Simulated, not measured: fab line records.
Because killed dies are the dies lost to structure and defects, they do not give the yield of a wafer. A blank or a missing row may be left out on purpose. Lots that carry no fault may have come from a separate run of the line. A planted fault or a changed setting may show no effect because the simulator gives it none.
fab line records	flow sky130
record lots=10	wafers=30	last-day=49
route steps=708 shown SPACER@304 CONTACT@425 METAL1@454 VIA1@481
lots that met no fault: taken from a fault-free run of the same line
start-h: the number of hours between the record's first day and the start of the first shown wafer of the lot	wait-h: hours elapsed since this lot's preceding step	" as in the row above	L1.1+2: one row covering several wafers at once	- value missing, or start not given	* or withheld: withheld	< > ~ a bound
route shown NAME@n: names a module that has steps shown in the file, with the first one's number in the route	usual: mean/standard deviation taken from wafers without a fault	same: alike in all rows	chamber/n: place in a boat	sites: readings site by site	_std_site: their standard deviation	_edge_site: outer sites' mean less inner sites'	radius-mm: for every site, how far away it sits from the centre of the wafer	mask NAME#n: copy n	behind: the last tool/chamber to shape the wafer	hold: why the lot went on hold/how many hours it stayed there/how the hold came to an end	device: the n, p or np transistor that did not switch	end of line: tests run on the same wafers once the route is complete	a step given without rows: its recipe and nothing more	killed: dies that structure and defects cost at the first sort, which is not the same as the wafer's yield	map: the dies of a wafer, with x for killed, . for not killed, _ for no die there
set.NAME: the setting that was run; set.NAME@STEP: the one run at that earlier step	model.NAME: the simulator's own value behind a step, which no gauge read
a sample of lots followed through the steps of the route, with each step as a table and each wafer as a row
services: when a tool's chamber went out of use (start-h, in hours from the record's first day, below 0 if earlier), for how many hours, and the reason
## steps
# step SKY_SPACER_CVD_00
# recipe material=Si3N4	precursor=DCS/NH3	target-thk-nm=43.1	temp-c=770	time-s=740	pressure-mtorr=250
# usual pressure-mtorr=250.1/0.51	spike-tc-upper-C=767.8/1.5	zone-power-bottom-pct=20.9/0.67	zone-power-lower-pct=13.9/1.6
lot.wafer	tool	chamber	start-h	wait-h	pressure-mtorr	spike-tc-upper-C	zone-power-bottom-pct	zone-power-lower-pct
L195.1	lpcvd-02	0	523.24	0.0	250.0	769.7	20.5	12.5
L195.5	"	0	"	"	250.5	769.4	20.3	12.4
L195.6	"	0	"	"	250.6	768.3	20.3	12.3
L196.3	lpcvd-02	1	536.04	0.7	249.9	766.9	22.0	15.2
L196.5	"	1	"	"	250.1	765.8	21.6	15.7
L196.6	"	1	"	"	249.7	766.4	21.6	15.4
L197.1	lpcvd-02	0	541.38	0.0	249.9	769.3	20.3	12.1
L197.2	"	0	"	"	249.1	769.2	20.6	12.1
L197.4	"	0	"	"	249.2	770.0	20.2	12.3
L200.2	lpcvd-02	0	566.76	0.0	250.0	768.6	19.8	12.3
L200.3	"	0	"	"	250.4	770.4	20.4	12.5
L200.5	"	0	"	"	251.4	767.8	20.1	12.3
L201.1	lpcvd-02	0	579.44	0.0	250.5	768.5	20.6	12.1
L201.2	"	0	"	"	250.8	769.5	20.2	12.2
L201.6	"	0	"	"	251.1	768.0	20.5	12.0
L204.1	lpcvd-02	0	602.94	1.5	248.9	768.3	20.2	12.4
L204.2	"	0	"	"	250.1	768.2	20.4	12.1
L204.4	"	0	"	"	250.2	769.4	20.6	12.3
L203.1	lpcvd-02	0	604.48	0.0	249.8	770.2	20.0	12.3
L203.4	"	0	"	"	251.0	769.6	20.4	12.1
L203.5	"	0	"	"	249.7	767.9	20.4	12.5
L206.2	lpcvd-02	1	616.35	0.0	250.3	767.0	21.3	15.5
L206.4	"	1	"	"	250.6	767.5	21.5	15.7
L206.5	"	1	"	"	250.4	765.8	21.5	15.4
L213.1	lpcvd-02	1	675.70	1.9	125.5	764.6	21.8	15.6
L213.2	"	1	"	"	125.1	766.1	21.8	15.1
L213.4	"	1	"	"	124.8	765.7	21.1	15.4
L214.2	lpcvd-02	1	690.46	0.0	124.9	765.5	21.8	15.4
L214.4	"	1	"	"	125.1	767.1	21.4	15.5
L214.6	"	1	"	"	124.7	767.4	21.6	15.4
# step SKY_SPACER_THK_MEAS_01
# recipe reads=Si3N4_of_SPACER_CVD_00
# usual SPACER_CVD_00_THK=43.4/0.44
lot.wafer	tool	chamber	start-h	wait-h	SPACER_CVD_00_THK[nm]
L195.1	film-metro-03	-	524.44	0.0	43.6
L195.5	"	-	"	"	43.8
L195.6	"	-	"	"	43.2
L196.3	film-metro-02	-	537.26	0.0	43.6
L196.5	"	-	"	"	43.6
L196.6	"	-	"	"	43.1
L197.1	film-metro-02	-	542.59	0.0	43.0
L197.2	"	-	"	"	43.3
L197.4	"	-	"	"	42.9
L200.2	film-metro-01	-	567.97	0.0	43.1
L200.3	"	-	"	"	42.8
L200.5	"	-	"	"	42.7
L201.1	film-metro-03	-	580.65	0.0	43.3
L201.2	"	-	"	"	43.9
L201.6	"	-	"	"	43.5
L204.1	film-metro-03	-	604.14	0.0	43.2
L204.2	"	-	"	"	43.1
L204.4	"	-	"	"	43.1
L203.1	film-metro-02	-	605.69	0.0	43.7
L203.4	"	-	"	"	43.9
L203.5	"	-	"	"	43.9
L206.2	film-metro-03	-	617.56	0.0	44.0
L206.4	"	-	"	"	43.9
L206.5	"	-	"	"	43.8
L213.1	film-metro-02	-	677.54	0.0	35.5
L213.2	"	-	"	"	35.3
L213.4	"	-	"	"	35.4
L214.2	film-metro-03	-	691.67	0.0	35.1
L214.4	"	-	"	"	35.1
L214.6	"	-	"	"	34.8
# step SKY_SPACER_ETCHBACK_02
# recipe chemistry=CH3F/O2	target=Si3N4	stop-on=SiO2	source-w=400	bias-w=80	pressure-mtorr=25	ch3f-flow-sccm=40	O2_flow_sccm=30	time-s=46.7	target-depth-a=450
# usual chamber-pressure-mTorr=25.003/0.022	drypump-motor-current-A=5.9/0.43	oes-product-au=0.858/0.0068	throttle-valve-pct=10.563/0.0089
lot.wafer	tool	chamber	start-h	wait-h	chamber-pressure-mTorr	drypump-motor-current-A	oes-product-au	rf-hours-counter-h	throttle-valve-pct
L195.1	rie-diel-03	2	524.50	0.1	25.031	6.0	0.856	33	10.558
L195.5	"	1	"	"	24.984	5.6	0.858	-	10.550
L195.6	"	2	"	"	24.998	6.0	0.857	-	10.561
L196.3	rie-diel-03	0	537.30	0.0	24.999	5.3	0.862	3	10.563
L196.5	"	2	"	"	25.000	6.0	0.860	-	10.574
L196.6	"	1	"	"	24.980	5.6	0.854	-	10.568
L197.1	rie-diel-02	3	542.65	0.1	25.014	6.3	0.854	17	10.563
L197.2	"	2	"	"	24.995	6.7	0.865	8	10.562
L197.4	"	1	"	"	25.021	5.9	0.853	8	10.565
L200.2	rie-diel-04	2	568.02	0.0	25.040	5.6	0.858	0	10.560
L200.3	"	0	"	"	24.999	6.0	0.846	10	10.565
L200.5	"	1	"	"	25.006	6.2	0.850	-	10.563
L201.1	rie-diel-02	0	580.71	0.1	24.986	6.1	0.849	32	10.574
L201.2	"	3	"	"	25.029	6.3	0.861	18	10.566
L201.6	"	1	"	"	24.994	5.9	0.854	-	10.571
L204.1	rie-diel-03	2	604.20	0.1	25.042	6.0	0.852	35	10.560
L204.2	"	1	"	"	25.003	5.6	0.855	9	10.545
L204.4	"	1	"	"	25.017	5.6	0.852	-	10.563
L203.1	rie-diel-02	3	605.75	0.1	25.016	6.3	0.865	18	10.585
L203.4	"	2	"	"	25.024	6.7	0.861	10	10.574
L203.5	"	0	"	"	25.014	6.1	0.865	-	10.565
L206.2	rie-diel-03	0	617.61	0.0	24.972	5.3	0.862	5	10.570
L206.4	"	1	"	"	24.999	5.6	0.871	9	10.563
L206.5	"	2	"	"	24.984	6.0	0.870	-	10.572
L213.1	rie-diel-03	3	677.60	0.1	24.997	5.0	0.780	1	10.541
L213.2	"	1	"	"	24.981	5.6	0.771	10	10.544
L213.4	"	0	"	"	24.997	5.3	0.774	6	10.555
L214.2	rie-diel-02	3	691.72	0.0	24.985	6.4	0.765	20	10.550
L214.4	"	1	"	"	24.999	5.9	0.766	-	10.545
L214.6	"	2	"	"	25.005	6.6	0.764	-	10.566
# step SKY_CONTACT_STRIP_19
# recipe chemistry=O2/N2	power-w=1400	pressure-mtorr=1500	platen-temp-c=withheld	o2-flow-sccm=3000	n2-flow-sccm=300	overash-fraction=0.5
# usual chamber-pressure-mTorr=1500.0/1.3	drypump-motor-current-A=5.6/0.43	oes-product-au=0.380/0.0043	strip-time-to-endpoint-s=3.606/0.023
lot.wafer	tool	chamber	start-h	wait-h	chamber-pressure-mTorr	drypump-motor-current-A	oes-product-au	rf-hours-counter-h	strip-time-to-endpoint-s
L195.1	plasma-asher-02	0	729.35	-	1500.3	6.4	0.381	105	3.614
L195.5	"	0	"	"	1499.8	6.4	0.377	-	3.583
L195.6	"	1	"	"	1500.4	4.9	0.376	-	3.597
L196.3	plasma-asher-04	0	740.23	-	1498.3	5.6	0.384	-	3.609
L196.5	"	1	"	"	1500.8	5.9	0.384	-	3.596
L196.6	"	0	"	"	1501.0	5.6	0.374	-	3.606
L197.1	plasma-asher-01	1	746.62	-	1501.4	5.8	0.377	91	3.591
L197.2	"	0	"	"	1500.0	5.2	0.388	91	3.600
L197.4	"	0	"	"	1500.0	5.2	0.373	-	3.604
L200.2	plasma-asher-04	1	769.40	-	1501.6	5.8	0.383	62	3.613
L200.3	"	1	"	"	1497.5	5.8	0.370	-	3.589
L200.5	"	1	"	"	1500.1	5.8	0.387	-	3.584
L201.1	plasma-asher-04	1	781.10	-	1499.6	5.8	0.382	64	3.582
L201.2	"	0	"	"	1499.0	5.6	0.374	64	3.607
L201.6	"	0	"	"	1498.8	5.6	0.378	-	3.606
L204.1	plasma-asher-01	0	802.54	-	1499.8	5.2	0.377	95	3.608
L204.2	"	1	"	"	1501.0	5.8	0.384	95	3.658
L204.4	"	1	"	"	1501.3	5.8	0.387	-	3.606
L203.1	plasma-asher-04	1	804.12	-	1500.4	5.8	0.379	66	3.578
L203.4	"	0	"	"	1503.7	5.6	0.374	-	3.621
L203.5	"	0	"	"	1502.8	5.6	0.384	-	3.622
L206.2	plasma-asher-02	0	814.37	-	1500.1	6.4	0.377	7	3.572
L206.4	"	1	"	"	1499.7	4.8	0.378	-	3.598
L206.5	"	0	"	"	1501.0	6.4	0.376	-	3.588
L213.1	plasma-asher-04	1	871.90	-	1499.6	5.8	0.382	72	3.592
L213.2	"	0	"	"	1502.3	5.6	0.382	72	3.635
L213.4	"	1	"	"	1501.1	5.8	0.382	-	3.602
L214.2	plasma-asher-02	0	882.97	-	1500.5	6.4	0.385	14	3.659
L214.4	"	0	"	"	1501.4	6.3	0.379	-	3.589
L214.6	"	0	"	"	1500.2	6.4	0.382	-	3.633
# step SKY_METAL1_STRIP_20
# recipe chemistry=O2/N2	power-w=1400	pressure-mtorr=1500	platen-temp-c=withheld	o2-flow-sccm=3000	n2-flow-sccm=300	overash-fraction=0.5
# usual chamber-pressure-mTorr=1499.8/1.3	drypump-motor-current-A=5.6/0.62	oes-product-au=0.342/0.0043	strip-time-to-endpoint-s=2.67/0.043
lot.wafer	tool	chamber	start-h	wait-h	chamber-pressure-mTorr	drypump-motor-current-A	oes-product-au	rf-hours-counter-h	strip-time-to-endpoint-s
L195.1	plasma-asher-01	0	758.60	0.1	1499.4	5.2	0.338	92	2.69
L195.5	"	0	"	"	1498.5	5.2	0.342	-	2.68
L195.6	"	1	"	"	1499.8	5.8	0.348	-	2.66
L196.3	plasma-asher-02	0	769.31	0.1	1500.3	6.4	0.346	-	2.76
L196.5	"	0	"	"	1498.5	6.4	0.344	-	2.74
L196.6	"	1	"	"	1498.6	4.9	0.339	-	2.64
L197.1	plasma-asher-02	0	775.34	0.1	1500.1	6.4	0.342	3	2.69
L197.2	"	1	"	"	1498.2	4.8	0.339	3	2.71
L197.4	"	1	"	"	1499.9	4.9	0.345	-	2.67
L200.2	plasma-asher-03	1	796.65	0.1	1498.8	4.9	0.342	36	2.57
L200.3	"	0	"	"	1500.8	6.2	0.338	-	2.70
L200.5	"	1	"	"	1498.7	4.9	0.343	-	2.66
L201.1	plasma-asher-03	0	809.50	0.1	1500.0	6.3	0.344	37	2.71
L201.2	"	1	"	"	1501.6	4.9	0.343	37	2.70
L201.6	"	1	"	"	1500.4	4.9	0.336	-	2.71
L204.1	plasma-asher-01	0	831.15	0.1	1499.9	5.2	0.333	98	2.65
L204.2	"	1	"	"	1499.4	5.8	0.340	98	2.69
L204.4	"	0	"	"	1499.3	5.2	0.335	-	2.68
L203.1	plasma-asher-02	0	831.94	0.1	1500.1	6.4	0.342	9	2.67
L203.4	"	0	"	"	1501.5	6.4	0.342	-	2.67
L203.5	"	1	"	"	1502.9	4.8	0.346	-	2.63
L206.2	plasma-asher-03	1	843.14	0.1	1498.6	4.9	0.345	40	2.73
L206.4	"	1	"	"	1498.9	4.9	0.348	-	2.68
L206.5	"	1	"	"	1499.9	4.9	0.335	-	2.70
L213.1	plasma-asher-03	1	899.58	0.1	1500.8	4.9	0.340	46	2.60
L213.2	"	0	"	"	1497.7	6.2	0.344	46	2.60
L213.4	"	0	"	"	1500.4	6.2	0.344	-	2.58
L214.2	plasma-asher-03	0	910.43	0.1	1500.2	6.2	0.351	47	2.69
L214.4	"	1	"	"	1500.8	4.9	0.334	-	2.70
L214.6	"	0	"	"	1500.7	6.2	0.332	-	2.68
# step SKY_VIA1_THK_MEAS_23
# recipe thk-meas-gauge=xrf	reads=W_of_VIA1_CVD_21
# usual VIA1_W_THK=271/4.1
lot.wafer	tool	chamber	start-h	wait-h	VIA1_W_THK[nm]
L195.1	film-metro-03	-	787.64	0.1	270
L195.5	"	-	"	"	269
L195.6	"	-	"	"	273
L196.3	film-metro-04	-	797.33	0.1	274
L196.5	"	-	"	"	271
L196.6	"	-	"	"	277
L197.1	film-metro-04	-	803.90	0.1	280
L197.2	"	-	"	"	271
L197.4	"	-	"	"	278
L200.2	film-metro-04	-	825.33	0.1	275
L200.3	"	-	"	"	271
L200.5	"	-	"	"	274
L201.1	film-metro-04	-	838.39	0.1	279
L201.2	"	-	"	"	271
L201.6	"	-	"	"	279
L204.1	film-metro-01	-	859.55	0.1	265
L204.2	"	-	"	"	264
L204.4	"	-	"	"	264
L203.1	film-metro-04	-	860.12	0.1	273
L203.4	"	-	"	"	269
L203.5	"	-	"	"	265
L206.2	film-metro-04	-	871.95	0.1	273
L206.4	"	-	"	"	267
L206.5	"	-	"	"	279
L213.1	film-metro-01	-	926.72	0.1	277
L213.2	"	-	"	"	266
L213.4	"	-	"	"	272
L214.2	film-metro-03	-	938.01	0.1	269
L214.4	"	-	"	"	271
L214.6	"	-	"	"	269
## services
tool	chamber	start-h	hours	kind
rie-diel-03	0	506.26	2.7	repair
plasma-asher-04	-	509.19	14.6	pm
rie-diel-03	-	533.40	0.4	repair
rie-diel-03	3	533.64	10.6	repair
plasma-asher-04	-	555.10	6.4	repair
plasma-asher-04	-	555.39	1.1	repair
rie-diel-03	3	577.44	7.4	repair
rie-diel-03	2	599.85	1.9	repair
plasma-asher-04	-	643.86	1.8	repair
rie-diel-03	-	661.51	2.8	pm
rie-diel-03	-	670.20	2.0	repair
rie-diel-03	-	670.23	0.6	repair
lpcvd-02	-	682.47	4.8	repair
rie-diel-03	0	689.35	6.7	repair
rie-diel-03	3	694.04	31.4	repair
plasma-asher-04	-	703.84	1.4	repair
plasma-asher-02	-	733.75	9.0	pm
rie-diel-03	1	736.12	4.1	repair
rie-diel-03	3	737.14	10.1	repair
plasma-asher-03	-	747.25	0.9	repair
rie-diel-03	3	749.98	9.4	repair
rie-diel-03	0	796.26	2.4	repair
rie-diel-03	2	796.66	3.0	repair
lpcvd-02	-	866.00	14.6	pm
## key
first-sign step=SKY_SPACER_CVD_00	reading=pressure-mtorr	direction=down	sigmas=99+	usual=250.1	struck=125.0
effect step=SKY_SPACER_THK_MEAS_01	reading=SPACER_CVD_00_THK	direction=down	sigmas=19	usual=43.4	struck=35.2
effect step=SKY_SPACER_ETCHBACK_02	reading=oes-product-au	direction=down	sigmas=13	usual=0.858	struck=0.770
met-at SKY_SPACER_CVD_00
struck-lots L213,L214
tester-left-out L213,L214
not-acting-at SKY_CONTACT_STRIP_19,SKY_METAL1_STRIP_20,SKY_VIA1_THK_MEAS_23
onset-between 616.35 675.70
fault kind=process-parameter-drift	tool=lpcvd-02	chamber=-	onset-h=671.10	steps=SKY_SPACER_CVD_00	channel=pressure-mtorr	offset=-125	shape=step	end-h=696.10	acts-in=these-recipes-only	stated=250
# tester-left-out: of these lots the tester's yield and bins aren't shown, on N5 and GAA mostly nor the transistor test; their killed dies are dies lost to structure and defects alone, not to doping, threshold or leakage, so they don't give the yield
